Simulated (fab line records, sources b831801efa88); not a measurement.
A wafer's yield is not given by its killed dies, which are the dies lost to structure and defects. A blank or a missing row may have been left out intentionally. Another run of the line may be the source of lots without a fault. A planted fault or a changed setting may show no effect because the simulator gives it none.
What tool caused it? + flow sky130 + 39 wafers from 13 lots sampled at 4 of the route's 708 steps

== WHAT THE GAUGES READ, wafer by wafer ==
SKY_GATE_OXIDE_OVL_MEAS_10. Usual: for GATE_OXIDE_OVL the level is 0.2 nm and the standard deviation is 1.5.
| lot  | measured     | on         | GATE_OXIDE_OVL (nm) | flag |
|------|--------------|------------|---------------------|------|
| L756 | day 13 20:56 | overlay-01 | -0.3 1.5 -2.3       |      |
| L757 | day 14 07:32 | overlay-01 | 0.5 0.4 1.5         |      |
| L763 | day 16 01:40 | overlay-01 | 0.0 0.5 -0.3        |      |
| L764 | day 16 07:17 | overlay-02 | -3.0 -1.4 -1.6      |      |
| L765 | day 16 20:22 | overlay-01 | -0.9 -0.6 -1.3      |      |
| L769 | day 18 11:28 | overlay-01 | -1.5 -1.4 -0.2      |      |
| L771 | day 18 22:28 | overlay-02 | 0.6 1.5 0.9         |      |
| L773 | day 19 17:34 | overlay-02 | -0.7 1.5 0.0        |      |
| L775 | day 20 07:16 | overlay-02 | 1.5 0.1 0.0         |      |
| L774 | day 20 07:34 | overlay-01 | -2.2 -1.5 -1.1      |      |
| L777 | day 21 12:34 | overlay-02 | -1.0 -1.2 -1.3      |      |
| L778 | day 21 20:26 | overlay-01 | 0.1 1.6 -0.7        |      |
| L779 | day 21 20:31 | overlay-02 | 2.1 1.3 1.4         |      |

SKY_POLY_CUT_OVL_MEAS_09. Usual: for POLY_CUT_OVL the level is -3 nm and the standard deviation is 6.2.
| lot  | measured     | on         | POLY_CUT_OVL (nm) | flag |
|------|--------------|------------|-------------------|------|
| L756 | day 24 15:07 | overlay-01 | -6 -1 -1          |      |
| L757 | day 24 17:11 | overlay-01 | -10 -13 -7        |      |
| L763 | day 26 15:33 | overlay-02 | -8 -4 -4          |      |
| L764 | day 27 05:04 | overlay-02 | 0 -2 -6           |      |
| L765 | day 27 09:40 | overlay-02 | 11 7 15           |      |
| L769 | day 28 22:35 | overlay-02 | -7 1 -14          |      |
| L771 | day 29 17:08 | overlay-02 | 2 -3 -6           |      |
| L773 | day 30 10:14 | overlay-02 | -2 -1 -6          |      |
| L775 | day 30 14:29 | overlay-02 | -2 -9 -11         |      |
| L774 | day 30 14:45 | overlay-02 | 9 -8 1            |      |
| L777 | day 31 13:53 | overlay-01 | 0 3 -11           |      |
| L778 | day 31 23:06 | overlay-01 | -10 -12 -7        |      |
| L779 | day 31 23:26 | overlay-01 | 1 -3 -13          |      |

== WHAT TOOL EACH LOT RAN ON (gives the tool, then ch and the chambers of the sampled wafers, and finally the start) ==
| lot  | SKY_LDD_HVP_SOFTBAKE_03           | SKY_LDD_HVP_STRIP_09                 |
|------|-----------------------------------|--------------------------------------|
| L756 | litho track-03 ch 0, day 21 07:22 | plasma asher-04 ch 0,1, day 21 23:32 |
| L757 | litho track-03 ch 0, day 21 11:11 | plasma asher-01 ch 0, day 22 03:23   |
| L763 | litho track-02 ch 0, day 23 10:43 | plasma asher-04 ch 1, day 24 01:45   |
| L764 | litho track-02 ch 0, day 23 23:55 | plasma asher-01 ch 0,1, day 24 14:47 |
| L765 | litho track-02 ch 0, day 24 07:16 | plasma asher-04 ch 0,1, day 24 21:53 |
| L769 | litho track-04 ch 0, day 25 21:01 | plasma asher-01 ch 0,1, day 26 12:00 |
| L771 | litho track-03 ch 0, day 26 12:37 | plasma asher-01 ch 0,1, day 27 03:17 |
| L773 | litho track-03 ch 0, day 27 03:47 | plasma asher-01 ch 0,1, day 27 18:03 |
| L775 | litho track-03 ch 0, day 27 10:10 | plasma asher-03 ch 0,1, day 28 00:12 |
| L774 | litho track-02 ch 0, day 27 11:43 | plasma asher-03 ch 0,1, day 28 01:59 |
| L777 | litho track-04 ch 0, day 28 16:19 | plasma asher-01 ch 0,1, day 29 06:00 |
| L778 | litho track-02 ch 0, day 28 23:31 | plasma asher-03 ch 0,1, day 29 13:35 |
| L779 | litho track-03 ch 0, day 29 00:20 | plasma asher-01 ch 0,1, day 29 14:36 |
- SKY_LDD_HVP_SOFTBAKE_03: time 60 s.
- SKY_LDD_HVP_STRIP_09: strips in O2/N2.

== AS READ BY THE TOOLS THEMSELVES (means over the sampled wafers that have a number; for cases with no such wafer, the mark the record gives instead) ==
SKY_LDD_HVP_SOFTBAKE_03. Usual: heater power total W 56.59 W, standard deviation 0.046; plate temp C 90.03 C, standard deviation 0.14.
| lot  | tool           | heater power total W (W) | plate temp C (C) | flag |
|------|----------------|--------------------------|------------------|------|
| L756 | litho track-03 | 56.55                    | 90.00            |      |
| L757 | litho track-03 | 56.59                    | 90.05            |      |
| L763 | litho track-02 | 56.59                    | 89.91            |      |
| L764 | litho track-02 | 57.26                    | 90.82            | OFF  |
| L765 | litho track-02 | 57.21                    | 90.75            | OFF  |
| L769 | litho track-04 | 56.62                    | 89.84            |      |
| L771 | litho track-03 | 56.63                    | 89.98            |      |
| L773 | litho track-03 | 56.55                    | 89.89            |      |
| L775 | litho track-03 | 56.60                    | 89.97            |      |
| L774 | litho track-02 | 56.58                    | 89.92            |      |
| L777 | litho track-04 | 56.63                    | 90.24            |      |
| L778 | litho track-02 | 56.58                    | 90.24            |      |
| L779 | litho track-03 | 56.56                    | 90.25            |      |

SKY_LDD_HVP_STRIP_09. Usual: drypump motor current A 5.4 A, standard deviation 0.37; n2 flow sccm 300.0 sccm, standard deviation 0.82; oes product au 0.408 a.u., standard deviation 0.0047; strip time to endpoint s 4.137 s, standard deviation 0.012.
| lot  | tool            | drypump motor current A (A) | n2 flow sccm (sccm) | oes product au (a.u.) | strip time to endpoint s (s) | flag |
|------|-----------------|-----------------------------|---------------------|-----------------------|------------------------------|------|
| L756 | plasma asher-04 | 5.2                         | 299.6               | 0.404                 | 4.146                        |      |
| L757 | plasma asher-01 | 5.1                         | 299.9               | 0.408                 | 4.138                        |      |
| L763 | plasma asher-04 | 5.4                         | 299.0               | 0.406                 | 4.117                        |      |
| L764 | plasma asher-01 | 5.1                         | 299.5               | 0.410                 | 4.141                        |      |
| L765 | plasma asher-04 | 5.3                         | 299.7               | 0.400                 | 4.121                        |      |
| L769 | plasma asher-01 | 5.1                         | 300.0               | 0.410                 | 4.143                        |      |
| L771 | plasma asher-01 | 5.1                         | 300.0               | 0.408                 | 4.147                        |      |
| L773 | plasma asher-01 | 5.1                         | 300.0               | 0.406                 | 4.144                        |      |
| L775 | plasma asher-03 | 5.8                         | 300.5               | 0.412                 | 4.142                        |      |
| L774 | plasma asher-03 | 5.8                         | 299.7               | 0.407                 | 4.134                        |      |
| L777 | plasma asher-01 | 5.0                         | 299.7               | 0.409                 | 4.133                        |      |
| L778 | plasma asher-03 | 5.9                         | 300.6               | 0.407                 | 4.124                        |      |
| L779 | plasma asher-01 | 5.1                         | 299.9               | 0.412                 | 4.140                        |      |

== THE ANSWER, worked out from the rows above alone ==
Rule: take the mean of a lot's wafers that have a number; if it is more than 3 standard deviations from the usual mean, the lot is off. A lot without any number at a reading at which 4 lots or more have one is off too. The other lots that the step has rows for count as sound. After the gauges, taken in route order, come the tools' own readings; for these a lot's mean is taken, as printed above. The first step at which some lot is off is used, and at that step the reading that is off furthest; a lot without a number counts as furthest.
Off: L764, L765, at SKY_LDD_HVP_SOFTBAKE_03 (heater power total W).
A tool fits if, at that step or a process step before it, it ran every lot that is off, and no sound lot after the first of them. None of those tried fits.

== WHAT WAS PUT IN BY THE SIMULATOR ==
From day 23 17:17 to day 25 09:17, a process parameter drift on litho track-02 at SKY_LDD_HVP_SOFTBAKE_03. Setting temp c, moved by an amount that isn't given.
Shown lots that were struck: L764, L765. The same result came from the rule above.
